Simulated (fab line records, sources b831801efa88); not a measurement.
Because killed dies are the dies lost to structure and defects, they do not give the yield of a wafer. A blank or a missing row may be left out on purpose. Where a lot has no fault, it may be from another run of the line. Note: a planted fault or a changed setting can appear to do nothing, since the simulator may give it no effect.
One fault seen from 2 desks || flow gf180mcu || what lay behind the numbers comes last; until then each desk has only its own

## DESK OF THE TOOL OWNER: pvd-sputter-02
The tool's own readings at GF_SALICIDE_SPUTTER_02 (material Co, target thk 10 nm, time 20 s): means of the sampled wafers that have a number, for each lot that ran on this tool. If a lot's mean is further than 4 standard deviations from the usual mean, the lot is out of limits and carries the mark OUT (the distance appears in the brackets).
Columns: A = throttle-valve-pct at GF_SALICIDE_SPUTTER_02, usual 29.6 %
{"lot": "L736", "first seen here": "day 17 03:34", "A": 29.1}
{"lot": "L740", "first seen here": "day 19 12:29", "A": 29.8}
{"lot": "L741", "first seen here": "day 19 23:40", "A": 29.3}
{"lot": "L742", "first seen here": "day 20 04:44", "A": 29.0}
{"lot": "L747", "first seen here": "day 21 11:58", "A": 30.2}
Finding of this desk: none of the 5 lots has anything out of limits.

## METROLOGY DESK
Lot by lot, what the gauges showed, no matter which tool ran the lot: averages of those sampled wafers that carry a number. If a lot's mean is further than 4 standard deviations from the usual mean, the lot is out of limits and carries the mark OUT (the distance appears in the brackets).
Columns: A = SALICIDE_TIN_RS at GF_SALICIDE_RS_MEAS_04, usual 16.32 ohm/sq; B = V1_CVD_00_THK at GF_V1_THK_MEAS_01, usual 616 nm
{"lot": "L730", "first seen here": "day 14 17:55", "A": 16.25, "B": 618}
{"lot": "L731", "first seen here": "day 15 02:55", "A": 16.68, "B": 615}
{"lot": "L733", "first seen here": "day 15 22:35", "A": 16.65, "B": 620}
{"lot": "L734", "first seen here": "day 16 10:16", "A": 16.35, "B": 615}
{"lot": "L736", "first seen here": "day 17 03:37", "A": 15.95, "B": 617}
{"lot": "L738", "first seen here": "day 17 18:59", "A": 16.37, "B": 617}
{"lot": "L740", "first seen here": "day 19 12:32", "A": 16.44, "B": 627}
{"lot": "L741", "first seen here": "day 19 23:43", "A": 16.48, "B": 616}
{"lot": "L742", "first seen here": "day 20 04:48", "A": "12.60 (-13) OUT", "B": 608}
{"lot": "L747", "first seen here": "day 21 12:02", "A": "12.62 (-13) OUT", "B": 620}
{"lot": "L746", "first seen here": "day 21 13:31", "A": 16.53, "B": 622}
{"lot": "L750", "first seen here": "day 22 01:11", "A": 16.45, "B": 609}
{"lot": "L751", "first seen here": "day 22 16:11", "A": 16.34, "B": 610}
Finding of this desk: L742, L747 out of limits, first seen on L742 at day 20 04:48 (SALICIDE_TIN_RS at GF_SALICIDE_RS_MEAS_04). L730, L731, L733, L734, L736, L738, L740, L741, L746, L750, L751 stayed within limits.

## ALL TOGETHER
Metrology desk: alarm possible at day 20 04:48 on L742, L747.
The desk of the tool owner found nothing out of limits.
On record at the tool owner's desk: L742, L747, within its limits.
The lots listed all ran GF_SALICIDE_SPUTTER_02 on pvd-sputter-02.

## WHAT THE SIMULATOR HAD INSERTED
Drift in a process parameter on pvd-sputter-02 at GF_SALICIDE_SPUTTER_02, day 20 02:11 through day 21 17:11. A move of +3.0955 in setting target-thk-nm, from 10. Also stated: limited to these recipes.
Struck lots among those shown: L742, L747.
Per desk, hours elapsed from the start of the fault to the first reading out of limits: for the metrology desk, 3.
